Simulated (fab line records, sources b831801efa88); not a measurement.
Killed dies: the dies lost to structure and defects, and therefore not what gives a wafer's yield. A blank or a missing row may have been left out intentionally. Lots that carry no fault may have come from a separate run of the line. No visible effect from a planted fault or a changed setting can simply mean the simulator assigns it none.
fab line records	flow sky130
[record] lots = 5	wafers = 15	last_day = 49
route steps=708 shown LI_CONTACT@376 LOCAL_INTERCONNECT@387 PAD_OPEN@708
lots that met no fault: taken from a fault-free run of the same line
start_h: the number of hours between the record's first day and the start of the first shown wafer of the lot	wait_h: how many hours have passed since the lot's step before this one	" as in the row above	L1.1+2: a row that stands for several wafers	- no value present, or no start provided	* or withheld: withheld	< > ~ a bound
route shown NAME@n: names a module that has steps shown in the file, with the first one's number in the route	usual: mean/standard deviation taken from wafers without a fault	same: alike in all rows	chamber/n: place in a boat	sites: each site's reading	_std_site: how widely they spread, as a standard deviation	_edge_site: inner sites' mean taken away from outer sites' mean	radius_mm: how far each site lies from the wafer's centre	mask NAME#n: copy n	behind: the tool/chamber that last shaped the wafer	hold: the reason the lot was held/the length of the hold in hours/how it ended	device: whichever transistor did not switch (one of n, p or np)	end of line: the route-end tests of the same wafers	a step given without rows: its recipe and nothing more	killed: not the wafer's yield, but the dies lost to structure and defects at the first sort	map: a wafer's dies, marking killed ones x, the rest . and places with no die _
set.NAME: the setting the step ran with; set.NAME@STEP: the setting that earlier step ran with	model.NAME: the simulator's own value behind a step, which no gauge read
lots seen at some steps along the route; tables by step, rows by wafer
services: the hour from which a tool's chamber was out of use, counted from the record's first day as start_h (under 0 if before that day), plus the number of hours and why
[[steps]]
[step SKY_LI_CONTACT_ETCH_14]
[recipe] chemistry = N2/H2	target = BARC	ion_energy_ev = 200	source_w = 500	bias_w = 100	pressure_mtorr = 30	n2_flow_sccm = 100	h2_flow_sccm = 200	stop_on = SiO2	time_s = 45.9	target_depth_a = 600
[step SKY_LI_CONTACT_ETCH_15]
[recipe] target = PSG	chemistry = C4F8/O2/Ar	stop_on = Si	taper_deg = 4.15	mask_material = KrF-thick	source_w = 1500	bias_w = 1200	pressure_mtorr = 40	c4f8_flow_sccm = withheld	O2_flow_sccm = 6	Ar_flow_sccm = 300	time_s = withheld	target_depth_a = 6000
[step SKY_LI_CONTACT_STRIP_16]
[recipe] chemistry = O2/N2	power_w = 1400	pressure_mtorr = 1500	platen_temp_c = withheld	o2_flow_sccm = 3000	n2_flow_sccm = 300	overash_fraction = 0.5
[step SKY_LI_CONTACT_CLEAN_17]
[recipe] chemistry = NMP	time_s = 600	temp_c = 60	dry = n2_spin
[step SKY_LI_CONTACT_PRE_CLEAN_18]
[recipe] gas = Ar	time_s = 5.6	bias_v = 358
[step SKY_LI_CONTACT_SPUTTER_19]
[recipe] material = Ti	target_thk_nm = 20	chamber_pressure_pa = 5	power_w = 2500	substrate_temp_c = 200	time_s = 106.37
[step SKY_LI_CONTACT_SPUTTER_20]
[recipe] material = TiN	target_thk_nm = 20	chamber_pressure_pa = 5	power_w = 4000	time_s = 80
[step SKY_LI_CONTACT_CVD_21]
[recipe] material = W	target_thk_nm = 400	time_s = 120.56	temp_c = 400	pressure_torr = 40
[step SKY_LI_CONTACT_CMP_24]
[recipe] stop_on = PSG	t_overpolish_s = 20	down_force_psi = 3.5	platen_rpm = 60	target_thk_nm = 0	pad_velocity_m_s = 0.94248
[step SKY_LOCAL_INTERCONNECT_SPUTTER_00]
[recipe] material = TiN	target_thk_nm = 100	temp_c = 300	power_w = 6500	time_s = 83.3	chamber_pressure_pa = 0.4
[usual] cathode_dc_power_W = 6499.8/1.2	throttle_valve_pct = 29.8/0.79
lot.wafer	tool	chamber	start_h	wait_h	cathode_dc_power_W	throttle_valve_pct	model.TiN_of_LOCAL_INTERCONNECT_SPUTTER_00.thk_nm
L845.1	pvd_sputter-02	-	745.53	0.1	6501.7	30.8	99.85
L845.5	"	-	"	"	6498.4	29.8	100.1
L845.6	"	-	"	"	6498.5	29.7	107
L846.2	pvd_sputter-02	-	746.37	0.1	6499.3	30.1	98.84
L846.3	"	-	"	"	6499.1	28.8	105.6
L846.6	"	-	"	"	6498.9	29.7	103.9
L847.1	pvd_sputter-02	-	750.47	0.2	6501.0	30.8	100.8
L847.2	"	-	"	"	6500.5	29.9	100.2
L847.3	"	-	"	"	6498.5	28.6	107.1
L855.3	pvd_sputter-01	-	814.45	0.1	6500.6	28.9	99.79
L855.5	"	-	"	"	6497.9	29.0	99.61
L855.6	"	-	"	"	6500.1	28.6	98.93
L857.1	pvd_sputter-02	-	830.72	0.1	6499.0	29.0	99.94
L857.2	"	-	"	"	6498.6	30.8	98.82
L857.3	"	-	"	"	6498.9	29.9	99.36
[step SKY_LOCAL_INTERCONNECT_RS_MEAS_01]
[recipe] thk_meas_gauge = four-point-probe	reads = TiN_of_LOCAL_INTERCONNECT_SPUTTER_00
[usual] LOCAL_INTERCONNECT_TIN_RS = 14.21/0.13
lot.wafer	tool	chamber	start_h	wait_h	LOCAL_INTERCONNECT_TIN_RS[ohm/sq]
L845.1	film_metro-01	-	745.59	0.0	14.15
L845.5	"	-	"	"	14.15
L845.6	"	-	"	"	13.19
L846.2	film_metro-04	-	746.46	0.1	14.31
L846.3	"	-	"	"	13.35
L846.6	"	-	"	"	13.61
L847.1	film_metro-03	-	750.53	0.0	14.06
L847.2	"	-	"	"	14.13
L847.3	"	-	"	"	13.20
L855.3	film_metro-03	-	814.55	0.1	14.18
L855.5	"	-	"	"	14.21
L855.6	"	-	"	"	14.33
L857.1	film_metro-03	-	830.78	0.0	14.16
L857.2	"	-	"	"	14.35
L857.3	"	-	"	"	14.23
[step SKY_LOCAL_INTERCONNECT_THK_MEAS_02]
[recipe] thk_meas_gauge = xrf	reads = TiN_of_LOCAL_INTERCONNECT_SPUTTER_00
[usual] LOCAL_INTERCONNECT_TIN_THK = 99.3/0.94
lot.wafer	tool	chamber	start_h	wait_h	LOCAL_INTERCONNECT_TIN_THK[nm]
L845.1	film_metro-01	-	745.71	0.1	99.5
L845.5	"	-	"	"	99.8
L845.6	"	-	"	"	106.1
L846.2	film_metro-04	-	746.57	0.1	98.2
L846.3	"	-	"	"	104.9
L846.6	"	-	"	"	103.0
L847.1	film_metro-03	-	750.65	0.1	101.0
L847.2	"	-	"	"	100.5
L847.3	"	-	"	"	107.4
L855.3	film_metro-03	-	814.65	0.1	99.8
L855.5	"	-	"	"	100.1
L855.6	"	-	"	"	99.0
L857.1	film_metro-03	-	830.90	0.1	99.8
L857.2	"	-	"	"	98.1
L857.3	"	-	"	"	98.9
[step SKY_LOCAL_INTERCONNECT_DEHYDRATE_03]
[recipe] temp_c = 200	time_s = 60
[step SKY_LOCAL_INTERCONNECT_HMDS_04]
[recipe] prime_time_s = 60	prime_temp_c = 120
[step SKY_LOCAL_INTERCONNECT_COAT_05]
[recipe] resist = BARC	temp_c = withheld	time_s = withheld	spin_rpm = 3000	resist_thk_nm = 60
[step SKY_LOCAL_INTERCONNECT_COAT_06]
[recipe] resist = KrF-thick	spin_rpm = 3000	resist_thk_nm = 450
[step SKY_LOCAL_INTERCONNECT_SOFTBAKE_07]
[recipe] temp_c = 100	time_s = 90	resist = KrF-thick
[step SKY_LOCAL_INTERCONNECT_EXPOSE_08]
[recipe] mask_id = LI1M	na = 0.8	source_shape = annular	sigma_inner = 0.55	sigma_outer = 0.85	target_cd_nm = 170	dose_mj = 28
[step SKY_LOCAL_INTERCONNECT_PEB_09]
[recipe] peb_temp_c = withheld	peb_time_s = withheld	resist = KrF-thick
[step SKY_LOCAL_INTERCONNECT_DEVELOP_10]
[recipe] develop_time_s = 60	resist = KrF-thick	dev_temp_c = 21
[step SKY_LOCAL_INTERCONNECT_ETCH_13]
[recipe] chemistry = N2/H2	target = BARC	ion_energy_ev = 200	bias_w = 100	pressure_mtorr = 30	n2_flow_sccm = 100	h2_flow_sccm = 200	icp_w = 500	stop_on = SiO2	time_s = 45.9	target_depth_a = 600
[step SKY_LOCAL_INTERCONNECT_METAL_ETCH_14]
[recipe] target_depth_nm = 110	stop_on = PSG	chemistry = Cl2/BCl3	target = TiN	resist_sidewall_deg = 88	pressure_mtorr = 10	icp_w = 900	bias_w = 48.5	Cl2_flow_sccm = 60	bcl3_flow_sccm = 30	time_s = 31.4
[usual] drypump_motor_current_A = 5.5/0.36	oes_product_au = 0.938/0.0065	throttle_valve_pct = 21.902/0.011
[same] time_s = 31.4
lot.wafer	tool	chamber	start_h	wait_h	drypump_motor_current_A	oes_product_au	rf_hours_counter_h	throttle_valve_pct
L845.1	rie_metal-04	0	772.82	0.0	5.7	0.947	13	21.917
L845.5	"	0	"	"	5.7	0.940	-	21.906
L845.6	"	1	"	"	5.8	0.981	-	21.859
L846.2	rie_metal-04	0	773.77	0.0	5.7	0.943	13	21.898
L846.3	"	0	"	"	5.7	0.976	-	21.872
L846.6	"	1	"	"	5.8	0.965	-	21.903
L847.1	rie_metal-03	1	778.13	0.0	5.1	0.946	5	21.890
L847.2	"	0	"	"	5.5	0.941	1	21.887
L847.3	"	1	"	"	5.1	0.976	-	21.897
L855.3	rie_metal-03	1	841.13	0.0	5.1	0.945	-	21.912
L855.5	"	0	"	"	5.5	0.947	-	21.902
L855.6	"	1	"	"	5.1	0.922	-	21.919
L857.1	rie_metal-03	1	857.33	0.0	5.1	0.943	7	21.917
L857.2	"	0	"	"	5.6	0.933	3	21.896
L857.3	"	0	"	"	5.5	0.937	-	21.899
[step SKY_LOCAL_INTERCONNECT_STRIP_15]
[recipe] chemistry = O2/N2	power_w = 1400	pressure_mtorr = 1500	platen_temp_c = withheld	o2_flow_sccm = 3000	n2_flow_sccm = 300	overash_fraction = 0.5
[step SKY_LOCAL_INTERCONNECT_STRIP_16]
[recipe] chemistry = post_etch_residue_remover	time_s = 1200	temp_c = 72.5
[same] time_s = 1200
lot.wafer	tool	chamber	start_h	wait_h	model.TiN_of_LOCAL_INTERCONNECT_SPUTTER_00.thk_nm
L845.1	wet_bench-04	3	772.97	0.1	99.43
L845.5	"	3	"	"	99.69
L845.6	"	3	"	"	106.6
L846.2	wet_bench-02	2	773.92	0.1	98.42
L846.3	"	2	"	"	105.2
L846.6	"	2	"	"	103.5
L847.1	wet_bench-01	1	778.28	0.1	100.4
L847.2	"	1	"	"	99.73
L847.3	"	1	"	"	106.7
L855.3	wet_bench-01	2	841.27	0.0	99.37
L855.5	"	2	"	"	99.19
L855.6	"	2	"	"	98.51
L857.1	wet_bench-02	3	857.48	0.1	99.51
L857.2	"	3	"	"	98.39
L857.3	"	3	"	"	98.94
[step SKY_LOCAL_INTERCONNECT_CLEAN_17]
[recipe] chemistry = IPA	time_s = 180	temp_c = 25
[step SKY_PAD_OPEN_PROBE_99]
[usual] killed_at_M0_to_M3 = 43/6.8	killed_at_M4_up = 3.0/1.6	killed_at_contacts = 25/6	killed_at_front_end = 15/4.4	killed_at_other = 0.3/0.52	killed_dies = 86/9.6	killed_open = 47/6.7	killed_short = 39/6.8
[same] gross_dies = 492	killed_at_back_side = 0
lot.wafer	tool	chamber	start_h	wait_h	killed_at_M0_to_M3	killed_at_M4_up	killed_at_contacts	killed_at_front_end	killed_at_other	killed_dies	killed_open	killed_short	model.etest.res_li.line_ohm_um	model.etest.res_li.rs_ohm_sq
L845.1	prober-01	-	1127.74	0.1	47	2	32	20	0	101	55	45	74.05	12.72
L845.5	prober-01	-	1127.94	0.2	44	5	24	17	1	91	51	39	73.34	12.77
L845.6	prober-01	-	1127.99	0.2	41	1	29	12	1	84	49	32	69.31	11.98
L846.2	prober-02	-	1128.36	0.1	41	3	33	17	0	94	48	46	75.93	12.94
L846.3	prober-02	-	1128.41	0.2	43	3	25	22	0	93	53	39	70.22	12.06
L846.6	prober-02	-	1128.56	0.2	46	1	23	10	0	80	38	42	72.46	12.26
L847.1	prober-01	-	1129.99	0.1	42	3	24	28	1	98	47	51	74.91	12.63
L847.2	prober-01	-	1130.04	0.1	38	2	26	16	2	84	39	45	73.98	12.7
L847.3	prober-01	-	1130.09	0.2	32	5	35	14	0	86	44	42	70.3	11.9
L855.3	prober-01	-	1174.50	0.2	57	4	27	7	0	95	60	35	73.59	12.69
L855.5	prober-01	-	1174.60	0.2	40	4	27	19	0	90	44	46	73.3	12.83
L855.6	prober-01	-	1174.65	0.2	44	4	25	5	0	78	41	36	75.47	12.81
L857.1	prober-01	-	1185.13	0.1	41	2	22	22	0	87	43	44	74.92	12.78
L857.2	prober-01	-	1185.18	0.1	36	2	25	15	0	78	36	42	74.59	12.92
L857.3	prober-01	-	1185.23	0.2	40	1	25	13	0	79	44	35	74.87	12.83
// killed by level:class
L845.1 LI_CONTACT:geometric_particle:open=12 VIA1:geometric_particle:open=11 VIA2:geometric_particle:open=9 LOCAL_INTERCONNECT:geometric_particle:short=8 METAL2:geometric_particle:short=7 VIA3:geometric_particle:open=7 FIELD_ISO:geometric_particle:short=6 POLY_GATE:geometric_particle:short=5
L845.5 CONTACT:geometric_particle:open=11 VIA1:geometric_particle:open=10 METAL2:geometric_particle:short=7 VIA2:geometric_particle:open=7 FIELD_ISO:geometric_particle:open=6 CONTACT:geometric_particle:short=6 FIELD_ISO:geometric_particle:short=3 POLY_GATE:geometric_particle:open=3
L845.6 CONTACT:geometric_particle:open=11 FIELD_ISO:geometric_particle:open=6 LI_CONTACT:geometric_particle:open=6 VIA1:geometric_particle:open=6 VIA2:geometric_particle:open=6 VIA3:geometric_particle:open=6 METAL1:geometric_particle:short=5 VIA1:geometric_particle:short=5
L846.2 VIA1:geometric_particle:open=11 CONTACT:geometric_particle:open=10 LI_CONTACT:geometric_particle:open=8 POLY_GATE:geometric_particle:short=5 CONTACT:geometric_particle:short=5 METAL3:geometric_particle:short=5 LI_CONTACT:geometric_particle:short=4 LOCAL_INTERCONNECT:geometric_particle:short=4
L846.3 CONTACT:geometric_particle:open=10 VIA1:geometric_particle:open=9 VIA2:geometric_particle:open=9 METAL2:geometric_particle:short=7 FIELD_ISO:geometric_particle:open=6 POLY_GATE:geometric_particle:open=6 POLY_GATE:geometric_particle:short=5 LI_CONTACT:geometric_particle:open=5
L846.6 METAL2:geometric_particle:short=7 CONTACT:geometric_particle:open=7 VIA3:geometric_particle:open=7 METAL3:geometric_particle:short=6 VIA3:geometric_particle:short=6 LI_CONTACT:geometric_particle:short=5 VIA1:geometric_particle:open=5 VIA2:geometric_particle:open=5
L847.1 METAL2:geometric_particle:short=9 CONTACT:geometric_particle:open=9 VIA3:geometric_particle:open=7 METAL1:geometric_particle:short=6 FIELD_ISO:geometric_particle:short=5 POLY_GATE:geometric_particle:open=5 LI_CONTACT:geometric_particle:open=5 VIA1:geometric_particle:open=5
L847.2 LI_CONTACT:geometric_particle:open=8 VIA1:geometric_particle:open=7 CONTACT:geometric_particle:open=6 VIA1:geometric_particle:short=6 VIA3:geometric_particle:open=5 CONTACT:geometric_particle:short=5 METAL1:geometric_particle:short=5 METAL2:geometric_particle:short=4
L847.3 LI_CONTACT:geometric_particle:open=17 VIA1:geometric_particle:short=7 FIELD_ISO:geometric_particle:open=5 POLY_GATE:geometric_particle:open=4 LI_CONTACT:geometric_particle:short=4 LOCAL_INTERCONNECT:geometric_particle:short=4 CONTACT:geometric_particle:open=4 CONTACT:geometric_particle:short=4
L855.3 VIA3:geometric_particle:open=14 CONTACT:geometric_particle:open=13 VIA1:geometric_particle:open=9 LI_CONTACT:geometric_particle:open=8 METAL2:geometric_particle:short=8 VIA2:geometric_particle:open=6 VIA1:geometric_particle:short=5 VIA3:geometric_particle:short=5
L855.5 CONTACT:geometric_particle:open=11 LI_CONTACT:geometric_particle:open=8 VIA2:geometric_particle:open=6 FIELD_ISO:geometric_particle:open=5 POLY_GATE:geometric_particle:open=5 CONTACT:geometric_particle:short=5 METAL1:geometric_particle:short=5 VIA1:geometric_particle:short=5
L855.6 CONTACT:geometric_particle:open=10 VIA1:geometric_particle:open=9 VIA1:geometric_particle:short=7 VIA2:geometric_particle:open=5 CONTACT:geometric_particle:short=5 VIA3:geometric_particle:short=5 LI_CONTACT:geometric_particle:open=4 METAL1:geometric_particle:short=4
L857.1 VIA1:geometric_particle:open=7 LOCAL_INTERCONNECT:geometric_particle:short=6 VIA2:geometric_particle:open=6 FIELD_ISO:geometric_particle:open=5 POLY_GATE:geometric_particle:short=5 SPACER:geometric_particle:short=5 CONTACT:geometric_particle:open=5 METAL1:geometric_particle:open=5
L857.2 LI_CONTACT:geometric_particle:open=10 VIA2:geometric_particle:open=7 CONTACT:geometric_particle:short=5 CONTACT:geometric_particle:open=5 VIA1:geometric_particle:open=5 FIELD_ISO:geometric_particle:short=4 POLY_GATE:geometric_particle:open=4 VIA3:geometric_particle:open=4
L857.3 CONTACT:geometric_particle:open=11 VIA1:geometric_particle:open=9 METAL2:geometric_particle:short=7 POLY_GATE:geometric_particle:open=6 VIA1:geometric_particle:short=6 VIA2:geometric_particle:open=6 CONTACT:geometric_particle:short=4 POLY_GATE:geometric_particle:short=4
[[services]]
tool	chamber	start_h	hours	kind
pvd_sputter-02	-	734.09	4.4	repair
rie_metal-03	0	749.87	-	clean
rie_metal-03	0	749.87	17.5	scheduled_down
rie_metal-03	0	749.87	17.5	vent_cycle
rie_metal-04	-	755.94	14.6	pm
rie_metal-03	-	803.73	15.6	pm
wet_bench-04	-	824.02	30.9	pm
pvd_sputter-01	-	856.72	1.9	repair
[[key]]
[first_sign] step = SKY_LOCAL_INTERCONNECT_RS_MEAS_01	reading = LOCAL_INTERCONNECT_TIN_RS	direction = down	sigmas = 6.8	usual = 14.21	struck = 13.34
[effect] step = SKY_LOCAL_INTERCONNECT_THK_MEAS_02	reading = LOCAL_INTERCONNECT_TIN_THK	direction = up	sigmas = 6.4	usual = 99.3	struck = 105.3
[effect] step = SKY_LOCAL_INTERCONNECT_METAL_ETCH_14	reading = oes_product_au	direction = up	sigmas = 5.6	usual = 0.938	struck = 0.975
[model_effect] step = SKY_LOCAL_INTERCONNECT_SPUTTER_00	value = TiN_of_LOCAL_INTERCONNECT_SPUTTER_00.thk_nm	without = 100.1	struck = 105.9
[model_effect] step = SKY_LOCAL_INTERCONNECT_STRIP_16	value = TiN_of_LOCAL_INTERCONNECT_SPUTTER_00.thk_nm	without = 99.7	struck = 105.5
[model_effect] step = SKY_PAD_OPEN_PROBE_99	value = etest.res_li.line_ohm_um	without = 74.63	struck = 70.57
met_at SKY_LOCAL_INTERCONNECT_SPUTTER_00
struck_wafers L845.6,L846.3,L846.6,L847.3
tester_left_out L845,L846,L847
[fault] kind = process_parameter_drift	tool = pvd_sputter-02	chamber = -	onset_h = 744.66	steps = SKY_LOCAL_INTERCONNECT_SPUTTER_00	channel = target_thk_nm	offset = 5.7798	shape = step	end_h = 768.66	scope = struck_wafers_only	acts_in = these_recipes_only	stated = 100
// tester_left_out: of these lots the tester's yield and bins aren't shown, on N5 and GAA mostly nor the transistor test; their killed dies are dies lost to structure and defects alone, not to doping, threshold or leakage, so they don't give the yield
